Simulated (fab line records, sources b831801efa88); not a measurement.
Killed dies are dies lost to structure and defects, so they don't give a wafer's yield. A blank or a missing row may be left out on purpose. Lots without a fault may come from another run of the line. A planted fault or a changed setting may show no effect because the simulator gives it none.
Which tool did it? | flow sky130 | 13 lots, 38 wafers sampled, at 3 steps of a route of 708

WHAT THE GAUGES READ, wafer by wafer
SKY_VIA3_THK_MEAS_23: measures by xrf. Usual: VIA3_W_THK 383 nm, standard deviation 5.5.
lot  | measured     | on            | VIA3_W_THK (nm) | flag
L190 | day 39 21:22 | film_metro-01 | 379 385 383     |
L192 | day 40 10:50 | film_metro-03 | 387 379 386     |
L193 | day 40 12:04 | film_metro-04 | 383 389 386     |
L195 | day 41 14:44 | film_metro-03 | 377 380 384     |
L196 | day 41 23:29 | film_metro-03 | 371 377 377     |
L198 | day 42 14:51 | film_metro-03 | 388 391 384     |
L200 | day 43 00:53 | film_metro-03 | 378 386 382     |
L199 | day 43 02:25 | film_metro-03 | 383 384 385     |
L201 | day 43 11:49 | film_metro-03 | 380 387 380     |
L202 | day 43 12:08 | film_metro-03 | 384 378         |
L206 | day 44 13:20 | film_metro-03 | 382 379 381     |
L208 | day 44 22:07 | film_metro-03 | 376 386 381     |
L210 | day 45 03:55 | film_metro-03 | 390 386 390     |

WHICH TOOL RAN EACH LOT (tool, then ch and the chambers of the sampled wafers, then the start)
lot  | SKY_METAL2_SPUTTER_01        | SKY_VIA3_SPUTTER_20
L190 | pvd_sputter-02, day 34 04:37 | pvd_sputter-02, day 39 21:04
L192 | pvd_sputter-01, day 34 18:37 | pvd_sputter-01, day 40 10:30
L193 | pvd_sputter-02, day 34 21:53 | pvd_sputter-01, day 40 11:46
L195 | pvd_sputter-02, day 36 00:42 | pvd_sputter-02, day 41 14:26
L196 | pvd_sputter-02, day 36 11:12 | pvd_sputter-03, day 41 23:10
L198 | pvd_sputter-02, day 37 04:20 | pvd_sputter-02, day 42 14:33
L200 | pvd_sputter-01, day 37 16:35 | pvd_sputter-03, day 43 00:34
L199 | pvd_sputter-02, day 37 18:03 | pvd_sputter-01, day 43 02:05
L201 | pvd_sputter-01, day 38 00:05 | pvd_sputter-02, day 43 11:29
L202 | pvd_sputter-02, day 38 03:09 | pvd_sputter-03, day 43 11:48
L206 | pvd_sputter-02, day 39 07:49 | pvd_sputter-01, day 44 13:01
L208 | pvd_sputter-03, day 39 16:36 | pvd_sputter-03, day 44 21:48
L210 | pvd_sputter-01, day 40 00:29 | pvd_sputter-03, day 45 03:37
- SKY_METAL2_SPUTTER_01: material TiN, target thk 20 nm, time 16.7 s.
- SKY_VIA3_SPUTTER_20: material TiN, target thk 20 nm, time 80 s.

WHAT THE TOOLS THEMSELVES READ (means of the sampled wafers that have a number; where no wafer has one, the mark that the record gives instead)
SKY_METAL2_SPUTTER_01. Usual: throttle_valve_pct 30.5 %, standard deviation 0.79.
lot  | tool           | throttle_valve_pct (%) | flag
L190 | pvd_sputter-02 | 31.1                   |
L192 | pvd_sputter-01 | 31.3                   |
L193 | pvd_sputter-02 | 30.4                   |
L195 | pvd_sputter-02 | 30.5                   |
L196 | pvd_sputter-02 | 30.9                   |
L198 | pvd_sputter-02 | 30.6                   |
L200 | pvd_sputter-01 | 30.6                   |
L199 | pvd_sputter-02 | 30.5                   |
L201 | pvd_sputter-01 | 29.9                   |
L202 | pvd_sputter-02 | 30.8                   |
L206 | pvd_sputter-02 | 30.9                   |
L208 | pvd_sputter-03 | 30.7                   |
L210 | pvd_sputter-01 | 29.7                   |

SKY_VIA3_SPUTTER_20. Usual: throttle_valve_pct 30.6 %, standard deviation 0.98.
lot  | tool           | throttle_valve_pct (%) | flag
L190 | pvd_sputter-02 | 30.4                   |
L192 | pvd_sputter-01 | 30.8                   |
L193 | pvd_sputter-01 | 30.5                   |
L195 | pvd_sputter-02 | 30.8                   |
L196 | pvd_sputter-03 | 30.6                   |
L198 | pvd_sputter-02 | 30.0                   |
L200 | pvd_sputter-03 | 30.8                   |
L199 | pvd_sputter-01 | 29.9                   |
L201 | pvd_sputter-02 | 30.4                   |
L202 | pvd_sputter-03 | 30.2                   |
L206 | pvd_sputter-01 | 30.8                   |
L208 | pvd_sputter-03 | 30.7                   |
L210 | pvd_sputter-03 | 30.7                   |

THE ANSWER, worked out from the rows above alone
Rule: a lot is off if the mean of its wafers that have a number lies more than 3 standard deviations from the usual mean. A lot without any number at a reading at which 4 lots or more have one is off too. The other lots that the step has rows for count as sound. The gauges are gone through in route order, then the tools' own readings, and for those a lot's mean is taken as printed above. The first step at which some lot is off is used, and at that step the reading that is off furthest; a lot without a number counts as furthest.
No lot is off at any reading shown: from this, nothing can be told.

WHAT THE SIMULATOR HAD PUT IN
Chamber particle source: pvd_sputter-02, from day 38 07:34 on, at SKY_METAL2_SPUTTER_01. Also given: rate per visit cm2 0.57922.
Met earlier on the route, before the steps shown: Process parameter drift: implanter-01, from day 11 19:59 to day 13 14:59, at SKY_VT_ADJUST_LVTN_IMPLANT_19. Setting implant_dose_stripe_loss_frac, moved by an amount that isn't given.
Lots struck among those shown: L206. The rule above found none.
